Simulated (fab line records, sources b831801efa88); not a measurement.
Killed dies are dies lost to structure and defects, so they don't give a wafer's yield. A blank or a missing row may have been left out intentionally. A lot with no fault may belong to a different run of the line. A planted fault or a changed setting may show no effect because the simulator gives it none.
fab line records / flow sky130
record: lots: 6 wafers: 18 last_day: 49
route steps=708 shown VT_ADJUST_HVTP@91 VT_ADJUST_LVTN@97 PAD_OPEN@708
lots that met no fault: taken from a fault-free run of the same line
start_h: the number of hours between the record's first day and the start of the first shown wafer of the lot / wait_h: hours elapsed since this lot's preceding step / " unchanged from the row above / L1.1+2: one row covering several wafers at once / - either no value or no given start / * or withheld: withheld / < > ~ a bound
route shown NAME@n: names a module that has steps shown in the file, with the first one's number in the route / usual: mean/standard deviation taken from wafers without a fault / same: alike in all rows / chamber/n: place in a boat / sites: each site's reading / _std_site: standard deviation across them / _edge_site: mean of outer sites minus mean of inner sites / radius_mm: for every site, how far away it sits from the centre of the wafer / mask NAME#n: copy n / behind: the tool/chamber that last shaped the wafer / hold: what put the lot on hold/how long, in hours/how the hold closed / device: transistor that didn't switch, given as n, p or np / end of line: the same wafers' tests at the end of the route / a step without rows: its recipe alone / killed: not the wafer's yield, but the dies lost to structure and defects at the first sort / map: a wafer's dies, marking killed ones x, the rest . and places with no die _
set.NAME: the setting as run; set.NAME@STEP: as run at that earlier step / model.NAME: the simulator's own value behind a step, which no gauge read
lots at some steps of the route; a table a step, a row a wafer
services: the hour from which a tool's chamber was out of use, counted from the record's first day as start_h (under 0 if before that day), plus the number of hours and why
== steps ==
step: SKY_VT_ADJUST_HVTP_DEVELOP_06
recipe: resist: NOVOLAK developer: TMAH develop_time_s: 60 dev_temp_c: 23
step: SKY_VT_ADJUST_HVTP_CD_MEAS_07
recipe: target_cd_nm: 380
usual: cd_nm: 379.7/2.7
lot.wafer=L521.1 tool=cd_sem-01 chamber=- start_h=121.20 wait_h=0.1 cd_nm=383.7
lot.wafer=L521.2 tool=cd_sem-01 chamber=- start_h=121.20 wait_h=0.1 cd_nm=383.6
lot.wafer=L521.5 tool=cd_sem-01 chamber=- start_h=121.20 wait_h=0.1 cd_nm=383.6
lot.wafer=L525.2 tool=cd_sem-02 chamber=- start_h=148.12 wait_h=0.1 cd_nm=374.7
lot.wafer=L525.5 tool=cd_sem-02 chamber=- start_h=148.12 wait_h=0.1 cd_nm=375.5
lot.wafer=L525.6 tool=cd_sem-02 chamber=- start_h=148.12 wait_h=0.1 cd_nm=373.2
lot.wafer=L529.1 tool=cd_sem-02 chamber=- start_h=171.40 wait_h=0.1 cd_nm=378.7
lot.wafer=L529.2 tool=cd_sem-02 chamber=- start_h=171.40 wait_h=0.1 cd_nm=378.7
lot.wafer=L529.5 tool=cd_sem-02 chamber=- start_h=171.40 wait_h=0.1 cd_nm=379.4
lot.wafer=L534.1 tool=cd_sem-02 chamber=- start_h=202.50 wait_h=0.1 cd_nm=378.7
lot.wafer=L534.4 tool=cd_sem-02 chamber=- start_h=202.50 wait_h=0.1 cd_nm=380.2
lot.wafer=L534.5 tool=cd_sem-02 chamber=- start_h=202.50 wait_h=0.1 cd_nm=380.2
lot.wafer=L537.2 tool=cd_sem-01 chamber=- start_h=222.06 wait_h=0.1 cd_nm=381.4
lot.wafer=L537.3 tool=cd_sem-01 chamber=- start_h=222.06 wait_h=0.1 cd_nm=380.3
lot.wafer=L537.6 tool=cd_sem-01 chamber=- start_h=222.06 wait_h=0.1 cd_nm=380.2
lot.wafer=L539.1 tool=cd_sem-02 chamber=- start_h=239.34 wait_h=0.1 cd_nm=379.4
lot.wafer=L539.3 tool=cd_sem-02 chamber=- start_h=239.34 wait_h=0.1 cd_nm=377.8
lot.wafer=L539.5 tool=cd_sem-02 chamber=- start_h=239.34 wait_h=0.1 cd_nm=379.8
step: SKY_VT_ADJUST_HVTP_OVL_MEAS_08
usual: VT_ADJUST_HVTP_OVL: -0.5/1.4
lot.wafer=L521.1 tool=overlay-02 chamber=- start_h=121.32 wait_h=0.1 VT_ADJUST_HVTP_OVL[nm]=-0.3
lot.wafer=L521.2 tool=overlay-02 chamber=- start_h=121.32 wait_h=0.1 VT_ADJUST_HVTP_OVL[nm]=1.6
lot.wafer=L521.5 tool=overlay-02 chamber=- start_h=121.32 wait_h=0.1 VT_ADJUST_HVTP_OVL[nm]=-1.1
lot.wafer=L525.2 tool=overlay-02 chamber=- start_h=148.23 wait_h=0.1 VT_ADJUST_HVTP_OVL[nm]=-0.5
lot.wafer=L525.5 tool=overlay-02 chamber=- start_h=148.23 wait_h=0.1 VT_ADJUST_HVTP_OVL[nm]=0.1
lot.wafer=L525.6 tool=overlay-02 chamber=- start_h=148.23 wait_h=0.1 VT_ADJUST_HVTP_OVL[nm]=0.2
lot.wafer=L529.1 tool=overlay-02 chamber=- start_h=171.52 wait_h=0.1 VT_ADJUST_HVTP_OVL[nm]=-1.5
lot.wafer=L529.2 tool=overlay-02 chamber=- start_h=171.52 wait_h=0.1 VT_ADJUST_HVTP_OVL[nm]=-1.2
lot.wafer=L529.5 tool=overlay-02 chamber=- start_h=171.52 wait_h=0.1 VT_ADJUST_HVTP_OVL[nm]=-1.3
lot.wafer=L534.1 tool=overlay-01 chamber=- start_h=202.62 wait_h=0.1 VT_ADJUST_HVTP_OVL[nm]=-4.1
lot.wafer=L534.4 tool=overlay-01 chamber=- start_h=202.62 wait_h=0.1 VT_ADJUST_HVTP_OVL[nm]=-0.2
lot.wafer=L534.5 tool=overlay-01 chamber=- start_h=202.62 wait_h=0.1 VT_ADJUST_HVTP_OVL[nm]=-1.6
lot.wafer=L537.2 tool=overlay-01 chamber=- start_h=222.17 wait_h=0.1 VT_ADJUST_HVTP_OVL[nm]=-0.8
lot.wafer=L537.3 tool=overlay-01 chamber=- start_h=222.17 wait_h=0.1 VT_ADJUST_HVTP_OVL[nm]=-2.9
lot.wafer=L537.6 tool=overlay-01 chamber=- start_h=222.17 wait_h=0.1 VT_ADJUST_HVTP_OVL[nm]=0.1
lot.wafer=L539.1 tool=overlay-02 chamber=- start_h=239.46 wait_h=0.1 VT_ADJUST_HVTP_OVL[nm]=2.0
lot.wafer=L539.3 tool=overlay-02 chamber=- start_h=239.46 wait_h=0.1 VT_ADJUST_HVTP_OVL[nm]=-0.5
lot.wafer=L539.5 tool=overlay-02 chamber=- start_h=239.46 wait_h=0.1 VT_ADJUST_HVTP_OVL[nm]=-0.5
step: SKY_VT_ADJUST_HVTP_IMPLANT_09
recipe: species: As energy_kev: 150 dose_cm2: 4.3e+12 tilt_deg: withheld
step: SKY_VT_ADJUST_HVTP_STRIP_10
recipe: chemistry: O2/N2 power_w: 1400 pressure_mtorr: 1500 platen_temp_c: withheld o2_flow_sccm: 3000 n2_flow_sccm: 300 overash_fraction: 0.5
usual: drypump_motor_current_A: 6.1/0.45 n2_flow_sccm: 299.9/0.91 oes_product_au: 0.716/0.0041 strip_time_to_endpoint_s: 14.21/0.041
lot.wafer=L521.1 tool=plasma_asher-01 chamber=0 start_h=121.51 wait_h=0.1 drypump_motor_current_A=6.7 n2_flow_sccm=300.1 oes_product_au=0.717 rf_hours_counter_h=33 strip_time_to_endpoint_s=14.17
lot.wafer=L521.2 tool=plasma_asher-01 chamber=1 start_h=121.51 wait_h=0.1 drypump_motor_current_A=5.7 n2_flow_sccm=300.0 oes_product_au=0.717 rf_hours_counter_h=33 strip_time_to_endpoint_s=14.14
lot.wafer=L521.5 tool=plasma_asher-01 chamber=0 start_h=121.51 wait_h=0.1 drypump_motor_current_A=6.7 n2_flow_sccm=300.1 oes_product_au=0.715 rf_hours_counter_h=- strip_time_to_endpoint_s=14.17
lot.wafer=L525.2 tool=plasma_asher-01 chamber=0 start_h=148.41 wait_h=0.1 drypump_motor_current_A=6.7 n2_flow_sccm=300.1 oes_product_au=0.715 rf_hours_counter_h=36 strip_time_to_endpoint_s=14.21
lot.wafer=L525.5 tool=plasma_asher-01 chamber=0 start_h=148.41 wait_h=0.1 drypump_motor_current_A=6.7 n2_flow_sccm=300.6 oes_product_au=0.713 rf_hours_counter_h=- strip_time_to_endpoint_s=14.19
lot.wafer=L525.6 tool=plasma_asher-01 chamber=1 start_h=148.41 wait_h=0.1 drypump_motor_current_A=5.7 n2_flow_sccm=299.4 oes_product_au=0.717 rf_hours_counter_h=- strip_time_to_endpoint_s=14.16
lot.wafer=L529.1 tool=plasma_asher-02 chamber=0 start_h=171.71 wait_h=0.1 drypump_motor_current_A=5.4 n2_flow_sccm=298.3 oes_product_au=0.723 rf_hours_counter_h=40 strip_time_to_endpoint_s=14.24
lot.wafer=L529.2 tool=plasma_asher-02 chamber=1 start_h=171.71 wait_h=0.1 drypump_motor_current_A=6.2 n2_flow_sccm=301.4 oes_product_au=0.720 rf_hours_counter_h=40 strip_time_to_endpoint_s=14.25
lot.wafer=L529.5 tool=plasma_asher-02 chamber=1 start_h=171.71 wait_h=0.1 drypump_motor_current_A=6.3 n2_flow_sccm=301.3 oes_product_au=0.711 rf_hours_counter_h=- strip_time_to_endpoint_s=14.23
lot.wafer=L534.1 tool=plasma_asher-01 chamber=0 start_h=202.81 wait_h=0.1 drypump_motor_current_A=6.7 n2_flow_sccm=301.4 oes_product_au=0.709 rf_hours_counter_h=42 strip_time_to_endpoint_s=14.28
lot.wafer=L534.4 tool=plasma_asher-01 chamber=1 start_h=202.81 wait_h=0.1 drypump_motor_current_A=5.7 n2_flow_sccm=300.3 oes_product_au=0.714 rf_hours_counter_h=- strip_time_to_endpoint_s=14.28
lot.wafer=L534.5 tool=plasma_asher-01 chamber=1 start_h=202.81 wait_h=0.1 drypump_motor_current_A=5.7 n2_flow_sccm=300.8 oes_product_au=0.723 rf_hours_counter_h=- strip_time_to_endpoint_s=14.28
lot.wafer=L537.2 tool=plasma_asher-01 chamber=0 start_h=222.35 wait_h=0.1 drypump_motor_current_A=6.7 n2_flow_sccm=299.0 oes_product_au=0.716 rf_hours_counter_h=45 strip_time_to_endpoint_s=14.23
lot.wafer=L537.3 tool=plasma_asher-01 chamber=0 start_h=222.35 wait_h=0.1 drypump_motor_current_A=6.7 n2_flow_sccm=298.9 oes_product_au=0.717 rf_hours_counter_h=- strip_time_to_endpoint_s=14.16
lot.wafer=L537.6 tool=plasma_asher-01 chamber=1 start_h=222.35 wait_h=0.1 drypump_motor_current_A=5.7 n2_flow_sccm=299.4 oes_product_au=0.715 rf_hours_counter_h=- strip_time_to_endpoint_s=14.19
lot.wafer=L539.1 tool=plasma_asher-04 chamber=1 start_h=239.66 wait_h=0.1 drypump_motor_current_A=6.4 n2_flow_sccm=300.0 oes_product_au=0.712 rf_hours_counter_h=57 strip_time_to_endpoint_s=14.22
lot.wafer=L539.3 tool=plasma_asher-04 chamber=0 start_h=239.66 wait_h=0.1 drypump_motor_current_A=5.9 n2_flow_sccm=300.0 oes_product_au=0.713 rf_hours_counter_h=- strip_time_to_endpoint_s=14.24
lot.wafer=L539.5 tool=plasma_asher-04 chamber=0 start_h=239.66 wait_h=0.1 drypump_motor_current_A=5.9 n2_flow_sccm=299.9 oes_product_au=0.714 rf_hours_counter_h=- strip_time_to_endpoint_s=14.23
step: SKY_VT_ADJUST_HVTP_TW_MEAS_11
usual: VT_ADJUST_HVTP_TW: 1356/10
lot.wafer=L521.1 tool=film_metro-04 chamber=- start_h=121.61 wait_h=0.1 VT_ADJUST_HVTP_TW=1348
lot.wafer=L521.2 tool=film_metro-04 chamber=- start_h=121.61 wait_h=0.1 VT_ADJUST_HVTP_TW=1348
lot.wafer=L521.5 tool=film_metro-04 chamber=- start_h=121.61 wait_h=0.1 VT_ADJUST_HVTP_TW=1348
lot.wafer=L525.2 tool=film_metro-04 chamber=- start_h=148.52 wait_h=0.1 VT_ADJUST_HVTP_TW=1348
lot.wafer=L525.5 tool=film_metro-04 chamber=- start_h=148.52 wait_h=0.1 VT_ADJUST_HVTP_TW=1355
lot.wafer=L525.6 tool=film_metro-04 chamber=- start_h=148.52 wait_h=0.1 VT_ADJUST_HVTP_TW=1349
lot.wafer=L529.1 tool=film_metro-03 chamber=- start_h=171.81 wait_h=0.1 VT_ADJUST_HVTP_TW=1367
lot.wafer=L529.2 tool=film_metro-03 chamber=- start_h=171.81 wait_h=0.1 VT_ADJUST_HVTP_TW=1378
lot.wafer=L529.5 tool=film_metro-03 chamber=- start_h=171.81 wait_h=0.1 VT_ADJUST_HVTP_TW=1367
lot.wafer=L534.1 tool=film_metro-04 chamber=- start_h=202.91 wait_h=0.1 VT_ADJUST_HVTP_TW=1346
lot.wafer=L534.4 tool=film_metro-04 chamber=- start_h=202.91 wait_h=0.1 VT_ADJUST_HVTP_TW=1343
lot.wafer=L534.5 tool=film_metro-04 chamber=- start_h=202.91 wait_h=0.1 VT_ADJUST_HVTP_TW=1347
lot.wafer=L537.2 tool=film_metro-02 chamber=- start_h=222.46 wait_h=0.1 VT_ADJUST_HVTP_TW=1369
lot.wafer=L537.3 tool=film_metro-02 chamber=- start_h=222.46 wait_h=0.1 VT_ADJUST_HVTP_TW=1375
lot.wafer=L537.6 tool=film_metro-02 chamber=- start_h=222.46 wait_h=0.1 VT_ADJUST_HVTP_TW=1373
lot.wafer=L539.1 tool=film_metro-04 chamber=- start_h=239.76 wait_h=0.1 VT_ADJUST_HVTP_TW=1336
lot.wafer=L539.3 tool=film_metro-04 chamber=- start_h=239.76 wait_h=0.1 VT_ADJUST_HVTP_TW=1345
lot.wafer=L539.5 tool=film_metro-04 chamber=- start_h=239.76 wait_h=0.1 VT_ADJUST_HVTP_TW=1341
step: SKY_VT_ADJUST_LVTN_DEHYDRATE_00
recipe: temp_c: 200 time_s: 60
step: SKY_VT_ADJUST_LVTN_HMDS_01
recipe: prime_time_s: 60 prime_temp_c: 120
step: SKY_VT_ADJUST_LVTN_COAT_02
recipe: spin_rpm: 2000 resist_thk_nm: 3000
step: SKY_VT_ADJUST_LVTN_SOFTBAKE_03
recipe: temp_c: 110 time_s: withheld
step: SKY_VT_ADJUST_LVTN_EXPOSE_04
recipe: mask_id: NWM_COMPLEMENT_LESS_NATIVE na: 0.6 source_shape: conventional sigma_outer: 0.6 polarization: unpolarized target_cd_nm: 840 dose_mj: 194
step: SKY_VT_ADJUST_LVTN_PEB_05
recipe: temp_c: 115 time_s: withheld
step: SKY_VT_ADJUST_LVTN_DEVELOP_06
recipe: wall_angle_deg: 90 developer: TMAH develop_time_s: 60 dev_temp_c: 23
usual: developer_temp_C: 22.99/0.11
lot.wafer=L521.1 tool=litho_track-04 chamber=0 start_h=140 wait_h=- developer_temp_C=23.12
lot.wafer=L521.2 tool=litho_track-04 chamber=0 start_h=140 wait_h=- developer_temp_C=23.06
lot.wafer=L521.5 tool=litho_track-04 chamber=0 start_h=140 wait_h=- developer_temp_C=23.08
lot.wafer=L525.2 tool=litho_track-04 chamber=0 start_h=168 wait_h=- developer_temp_C=23.06
lot.wafer=L525.5 tool=litho_track-04 chamber=0 start_h=168 wait_h=- developer_temp_C=23.01
lot.wafer=L525.6 tool=litho_track-04 chamber=0 start_h=168 wait_h=- developer_temp_C=22.99
lot.wafer=L529.1 tool=litho_track-02 chamber=0 start_h=193 wait_h=- developer_temp_C=22.84
lot.wafer=L529.2 tool=litho_track-02 chamber=0 start_h=193 wait_h=- developer_temp_C=22.89
lot.wafer=L529.5 tool=litho_track-02 chamber=0 start_h=193 wait_h=- developer_temp_C=22.98
lot.wafer=L534.1 tool=litho_track-04 chamber=0 start_h=224 wait_h=- developer_temp_C=22.80
lot.wafer=L534.4 tool=litho_track-04 chamber=0 start_h=224 wait_h=- developer_temp_C=22.88
lot.wafer=L534.5 tool=litho_track-04 chamber=0 start_h=224 wait_h=- developer_temp_C=22.88
lot.wafer=L537.2 tool=litho_track-04 chamber=0 start_h=245 wait_h=- developer_temp_C=23.83
lot.wafer=L537.3 tool=litho_track-04 chamber=0 start_h=245 wait_h=- developer_temp_C=23.93
lot.wafer=L537.6 tool=litho_track-04 chamber=0 start_h=245 wait_h=- developer_temp_C=23.75
lot.wafer=L539.1 tool=litho_track-04 chamber=0 start_h=263 wait_h=- developer_temp_C=23.74
lot.wafer=L539.3 tool=litho_track-04 chamber=0 start_h=263 wait_h=- developer_temp_C=24.03
lot.wafer=L539.5 tool=litho_track-04 chamber=0 start_h=263 wait_h=- developer_temp_C=23.98
step: SKY_VT_ADJUST_LVTN_OVL_MEAS_07
usual: VT_ADJUST_LVTN_OVL: -0.6/1.3
lot.wafer=L521.1 tool=overlay-01 chamber=- start_h=140.49 wait_h=- VT_ADJUST_LVTN_OVL[nm]=-1.7
lot.wafer=L521.2 tool=overlay-01 chamber=- start_h=140.49 wait_h=- VT_ADJUST_LVTN_OVL[nm]=-1.8
lot.wafer=L521.5 tool=overlay-01 chamber=- start_h=140.49 wait_h=- VT_ADJUST_LVTN_OVL[nm]=-1.6
lot.wafer=L525.2 tool=overlay-02 chamber=- start_h=168.15 wait_h=- VT_ADJUST_LVTN_OVL[nm]=1.1
lot.wafer=L525.5 tool=overlay-02 chamber=- start_h=168.15 wait_h=- VT_ADJUST_LVTN_OVL[nm]=0.1
lot.wafer=L525.6 tool=overlay-02 chamber=- start_h=168.15 wait_h=- VT_ADJUST_LVTN_OVL[nm]=-0.6
lot.wafer=L529.1 tool=overlay-01 chamber=- start_h=193.48 wait_h=- VT_ADJUST_LVTN_OVL[nm]=-0.8
lot.wafer=L529.2 tool=overlay-01 chamber=- start_h=193.48 wait_h=- VT_ADJUST_LVTN_OVL[nm]=-0.6
lot.wafer=L529.5 tool=overlay-01 chamber=- start_h=193.48 wait_h=- VT_ADJUST_LVTN_OVL[nm]=-1.2
lot.wafer=L534.1 tool=overlay-01 chamber=- start_h=224.59 wait_h=- VT_ADJUST_LVTN_OVL[nm]=-3.2
lot.wafer=L534.4 tool=overlay-01 chamber=- start_h=224.59 wait_h=- VT_ADJUST_LVTN_OVL[nm]=-3.9
lot.wafer=L534.5 tool=overlay-01 chamber=- start_h=224.59 wait_h=- VT_ADJUST_LVTN_OVL[nm]=-3.8
lot.wafer=L537.2 tool=overlay-02 chamber=- start_h=245.20 wait_h=- VT_ADJUST_LVTN_OVL[nm]=0.0
lot.wafer=L537.3 tool=overlay-02 chamber=- start_h=245.20 wait_h=- VT_ADJUST_LVTN_OVL[nm]=-0.3
lot.wafer=L537.6 tool=overlay-02 chamber=- start_h=245.20 wait_h=- VT_ADJUST_LVTN_OVL[nm]=0.6
lot.wafer=L539.1 tool=overlay-02 chamber=- start_h=263.29 wait_h=- VT_ADJUST_LVTN_OVL[nm]=-0.3
lot.wafer=L539.3 tool=overlay-02 chamber=- start_h=263.29 wait_h=- VT_ADJUST_LVTN_OVL[nm]=0.9
lot.wafer=L539.5 tool=overlay-02 chamber=- start_h=263.29 wait_h=- VT_ADJUST_LVTN_OVL[nm]=-0.2
step: SKY_PAD_OPEN_PROBE_99
usual: killed_at_M0_to_M3: 44/6.6 killed_at_M4_up: 3.4/1.9 killed_at_contacts: 25/5.6 killed_at_front_end: 15/4.6 killed_at_other: 0.3/0.6 killed_dies: 88/9.5 killed_open: 47/7.1 killed_short: 40/6.4
same: gross_dies: 492 killed_at_back_side: 0
lot.wafer=L521.1 tool=prober-02 chamber=- start_h=1070.96 wait_h=0.1 killed_at_M0_to_M3=39 killed_at_M4_up=2 killed_at_contacts=26 killed_at_front_end=8 killed_at_other=2 killed_dies=77 killed_open=35 killed_short=41
lot.wafer=L521.2 tool=prober-02 chamber=- start_h=1071.01 wait_h=0.1 killed_at_M0_to_M3=42 killed_at_M4_up=2 killed_at_contacts=34 killed_at_front_end=14 killed_at_other=0 killed_dies=92 killed_open=57 killed_short=35
lot.wafer=L521.5 tool=prober-02 chamber=- start_h=1071.16 wait_h=0.2 killed_at_M0_to_M3=38 killed_at_M4_up=8 killed_at_contacts=27 killed_at_front_end=25 killed_at_other=3 killed_dies=101 killed_open=46 killed_short=53
lot.wafer=L525.2 tool=prober-02 chamber=- start_h=1104.76 wait_h=0.1 killed_at_M0_to_M3=53 killed_at_M4_up=5 killed_at_contacts=25 killed_at_front_end=8 killed_at_other=0 killed_dies=91 killed_open=49 killed_short=42
lot.wafer=L525.5 tool=prober-02 chamber=- start_h=1104.91 wait_h=0.2 killed_at_M0_to_M3=46 killed_at_M4_up=5 killed_at_contacts=17 killed_at_front_end=10 killed_at_other=0 killed_dies=78 killed_open=38 killed_short=40
lot.wafer=L525.6 tool=prober-02 chamber=- start_h=1104.96 wait_h=0.2 killed_at_M0_to_M3=42 killed_at_M4_up=9 killed_at_contacts=19 killed_at_front_end=7 killed_at_other=0 killed_dies=77 killed_open=43 killed_short=34
lot.wafer=L529.1 tool=prober-02 chamber=- start_h=1121.08 wait_h=0.1 killed_at_M0_to_M3=39 killed_at_M4_up=5 killed_at_contacts=28 killed_at_front_end=19 killed_at_other=0 killed_dies=91 killed_open=48 killed_short=43
lot.wafer=L529.2 tool=prober-02 chamber=- start_h=1121.13 wait_h=0.1 killed_at_M0_to_M3=34 killed_at_M4_up=3 killed_at_contacts=20 killed_at_front_end=13 killed_at_other=0 killed_dies=70 killed_open=35 killed_short=35
lot.wafer=L529.5 tool=prober-02 chamber=- start_h=1121.28 wait_h=0.2 killed_at_M0_to_M3=39 killed_at_M4_up=4 killed_at_contacts=25 killed_at_front_end=22 killed_at_other=0 killed_dies=90 killed_open=45 killed_short=45
lot.wafer=L534.1 tool=prober-01 chamber=- start_h=1149.77 wait_h=0.1 killed_at_M0_to_M3=38 killed_at_M4_up=3 killed_at_contacts=31 killed_at_front_end=10 killed_at_other=1 killed_dies=83 killed_open=39 killed_short=44
lot.wafer=L534.4 tool=prober-01 chamber=- start_h=1149.92 wait_h=0.2 killed_at_M0_to_M3=46 killed_at_M4_up=0 killed_at_contacts=22 killed_at_front_end=21 killed_at_other=1 killed_dies=90 killed_open=48 killed_short=42
lot.wafer=L534.5 tool=prober-01 chamber=- start_h=1149.97 wait_h=0.2 killed_at_M0_to_M3=48 killed_at_M4_up=6 killed_at_contacts=13 killed_at_front_end=12 killed_at_other=0 killed_dies=79 killed_open=45 killed_short=34
lot.wafer=L537.2 tool=prober-02 chamber=- start_h=1166.04 wait_h=0.1 killed_at_M0_to_M3=43 killed_at_M4_up=2 killed_at_contacts=25 killed_at_front_end=18 killed_at_other=0 killed_dies=88 killed_open=52 killed_short=35
lot.wafer=L537.3 tool=prober-02 chamber=- start_h=1166.09 wait_h=0.2 killed_at_M0_to_M3=52 killed_at_M4_up=4 killed_at_contacts=24 killed_at_front_end=13 killed_at_other=0 killed_dies=93 killed_open=47 killed_short=46
lot.wafer=L537.6 tool=prober-02 chamber=- start_h=1166.24 wait_h=0.2 killed_at_M0_to_M3=43 killed_at_M4_up=2 killed_at_contacts=34 killed_at_front_end=18 killed_at_other=0 killed_dies=97 killed_open=54 killed_short=43
lot.wafer=L539.1 tool=prober-02 chamber=- start_h=1182.44 wait_h=0.1 killed_at_M0_to_M3=39 killed_at_M4_up=5 killed_at_contacts=20 killed_at_front_end=16 killed_at_other=1 killed_dies=81 killed_open=46 killed_short=35
lot.wafer=L539.3 tool=prober-02 chamber=- start_h=1182.54 wait_h=0.2 killed_at_M0_to_M3=40 killed_at_M4_up=3 killed_at_contacts=13 killed_at_front_end=11 killed_at_other=0 killed_dies=67 killed_open=40 killed_short=27
lot.wafer=L539.5 tool=prober-02 chamber=- start_h=1182.64 wait_h=0.2 killed_at_M0_to_M3=39 killed_at_M4_up=4 killed_at_contacts=29 killed_at_front_end=16 killed_at_other=1 killed_dies=89 killed_open=47 killed_short=42
killed by level:class
L521.1 CONTACT:geometric_particle:open=9 LOCAL_INTERCONNECT:geometric_particle:short=9 VIA1:geometric_particle:open=7 VIA2:geometric_particle:open=7 VIA1:geometric_particle:short=6 POLY_GATE:geometric_particle:short=4 LI_CONTACT:geometric_particle:short=4 METAL1:geometric_particle:open=4
L521.2 CONTACT:geometric_particle:open=17 VIA1:geometric_particle:open=9 VIA2:geometric_particle:open=8 LI_CONTACT:geometric_particle:open=7 METAL1:geometric_particle:short=7 POLY_GATE:geometric_particle:open=6 VIA1:geometric_particle:short=5 CONTACT:geometric_particle:short=4
L521.5 CONTACT:geometric_particle:open=9 VIA1:geometric_particle:open=9 CONTACT:geometric_particle:short=8 FIELD_ISO:geometric_particle:open=7 METAL4:geometric_particle:short=7 FIELD_ISO:geometric_particle:short=6 LI_CONTACT:geometric_particle:open=6 POLY_GATE:geometric_particle:short=5
L525.2 CONTACT:geometric_particle:open=15 VIA1:geometric_particle:open=12 METAL2:geometric_particle:short=11 CONTACT:geometric_particle:short=7 VIA2:geometric_particle:open=6 VIA1:geometric_particle:short=5 VIA3:geometric_particle:open=5 METAL4:geometric_particle:short=5
L525.5 VIA1:geometric_particle:open=10 METAL2:geometric_particle:short=8 VIA2:geometric_particle:open=8 METAL1:geometric_particle:short=6 CONTACT:geometric_particle:open=5 LI_CONTACT:geometric_particle:short=4 METAL3:geometric_particle:short=4 METAL4:geometric_particle:short=4
L525.6 VIA1:geometric_particle:open=12 LI_CONTACT:geometric_particle:open=9 CONTACT:geometric_particle:open=5 METAL2:geometric_particle:short=5 VIA3:geometric_particle:short=5 VIA2:geometric_particle:open=4 VIA2:geometric_particle:short=4 METAL4:geometric_particle:short=4
L529.1 VIA1:geometric_particle:open=15 CONTACT:geometric_particle:open=8 CONTACT:geometric_particle:short=7 FIELD_ISO:geometric_particle:short=6 FIELD_ISO:geometric_particle:open=5 LI_CONTACT:geometric_particle:open=5 METAL1:geometric_particle:short=5 LOCAL_INTERCONNECT:geometric_particle:short=4
L529.2 VIA1:geometric_particle:open=9 LI_CONTACT:geometric_particle:open=9 POLY_GATE:geometric_particle:short=6 METAL2:geometric_particle:short=6 VIA2:geometric_particle:open=6 CONTACT:geometric_particle:open=5 CONTACT:geometric_particle:short=4 FIELD_ISO:geometric_particle:short=3
L529.5 VIA1:geometric_particle:open=10 LI_CONTACT:geometric_particle:open=8 LOCAL_INTERCONNECT:geometric_particle:short=6 VIA2:geometric_particle:open=6 POLY_GATE:geometric_particle:short=5 POLY_GATE:geometric_particle:open=5 VIA1:geometric_particle:short=5 CONTACT:geometric_particle:short=5
L534.1 LI_CONTACT:geometric_particle:open=10 LOCAL_INTERCONNECT:geometric_particle:short=8 VIA1:geometric_particle:short=8 VIA3:geometric_particle:open=6 LI_CONTACT:geometric_particle:short=5 METAL1:geometric_particle:short=5 VIA1:geometric_particle:open=5 CONTACT:geometric_particle:short=4
L534.4 VIA1:geometric_particle:open=17 LOCAL_INTERCONNECT:geometric_particle:short=7 POLY_GATE:geometric_particle:short=6 FIELD_ISO:geometric_particle:open=5 FIELD_ISO:geometric_particle:short=5 LI_CONTACT:geometric_particle:open=5 METAL1:geometric_particle:short=5 VIA2:geometric_particle:open=5
L534.5 VIA1:geometric_particle:open=14 VIA3:geometric_particle:open=8 VIA3:geometric_particle:short=7 CONTACT:geometric_particle:open=5 METAL2:geometric_particle:short=5 LOCAL_INTERCONNECT:geometric_particle:short=4 VIA2:geometric_particle:open=4 FIELD_ISO:geometric_particle:short=3
L537.2 VIA1:geometric_particle:open=13 CONTACT:geometric_particle:open=10 VIA1:geometric_particle:short=7 FIELD_ISO:geometric_particle:open=5 POLY_GATE:geometric_particle:open=5 LI_CONTACT:geometric_particle:open=5 CONTACT:geometric_particle:short=4 VIA3:geometric_particle:open=4
L537.3 VIA2:geometric_particle:open=9 VIA3:geometric_particle:short=8 VIA1:geometric_particle:open=8 LI_CONTACT:geometric_particle:open=7 METAL1:geometric_particle:short=7 CONTACT:geometric_particle:short=6 CONTACT:geometric_particle:open=5 VIA1:geometric_particle:short=5
L537.6 CONTACT:geometric_particle:open=13 VIA1:geometric_particle:open=11 LI_CONTACT:geometric_particle:open=8 METAL1:geometric_particle:short=8 VIA3:geometric_particle:open=8 CONTACT:geometric_particle:short=5 METAL2:geometric_particle:short=5 FIELD_ISO:geometric_particle:short=4
L539.1 CONTACT:geometric_particle:open=11 METAL1:geometric_particle:short=10 FIELD_ISO:geometric_particle:open=7 VIA1:geometric_particle:open=7 LI_CONTACT:geometric_particle:open=5 VIA3:geometric_particle:open=5 VIA2:geometric_particle:open=4 METAL1:geometric_particle:open=4
L539.3 VIA1:geometric_particle:open=9 VIA3:geometric_particle:open=8 CONTACT:geometric_particle:open=5 VIA2:geometric_particle:open=5 METAL2:geometric_particle:short=4 FIELD_ISO:geometric_particle:open=3 LI_CONTACT:geometric_particle:open=3 METAL1:geometric_particle:short=3
L539.5 CONTACT:geometric_particle:open=13 VIA1:geometric_particle:open=10 LI_CONTACT:geometric_particle:open=6 FIELD_ISO:geometric_particle:open=5 VIA1:geometric_particle:short=5 VIA2:geometric_particle:open=5 FIELD_ISO:geometric_particle:short=4 LOCAL_INTERCONNECT:geometric_particle:short=4
== services ==
tool=plasma_asher-01 chamber=- start_h=101.19 hours=5.6 kind=repair
tool=plasma_asher-04 chamber=- start_h=146.51 hours=0.4 kind=repair
tool=plasma_asher-02 chamber=- start_h=153.94 hours=6.1 kind=repair
tool=plasma_asher-01 chamber=- start_h=158.02 hours=2.8 kind=pm
tool=plasma_asher-04 chamber=- start_h=200.03 hours=14.6 kind=pm
tool=plasma_asher-02 chamber=- start_h=243.81 hours=0.6 kind=repair
== key ==
first_sign: step: SKY_VT_ADJUST_LVTN_DEVELOP_06 reading: developer_temp_C direction: up sigmas: 7.9 usual: * struck: *
effect none on later readings
met_at SKY_VT_ADJUST_LVTN_DEVELOP_06
struck_wafers L537.2,L537.3,L537.6,L539.1,L539.3,L539.5
tester_left_out L537,L539
onset_between 224 245
fault: kind: process_parameter_drift tool: litho_track-04 chamber: - onset_h: 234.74 steps: SKY_VT_ADJUST_LVTN_DEVELOP_06 channel: dev_temp_c offset: * shape: step end_h: 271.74 acts_in: * stated: *
tester_left_out: of these lots the tester's yield and bins aren't shown, on N5 and GAA mostly nor the transistor test; their killed dies are dies lost to structure and defects alone, not to doping, threshold or leakage, so they don't give the yield
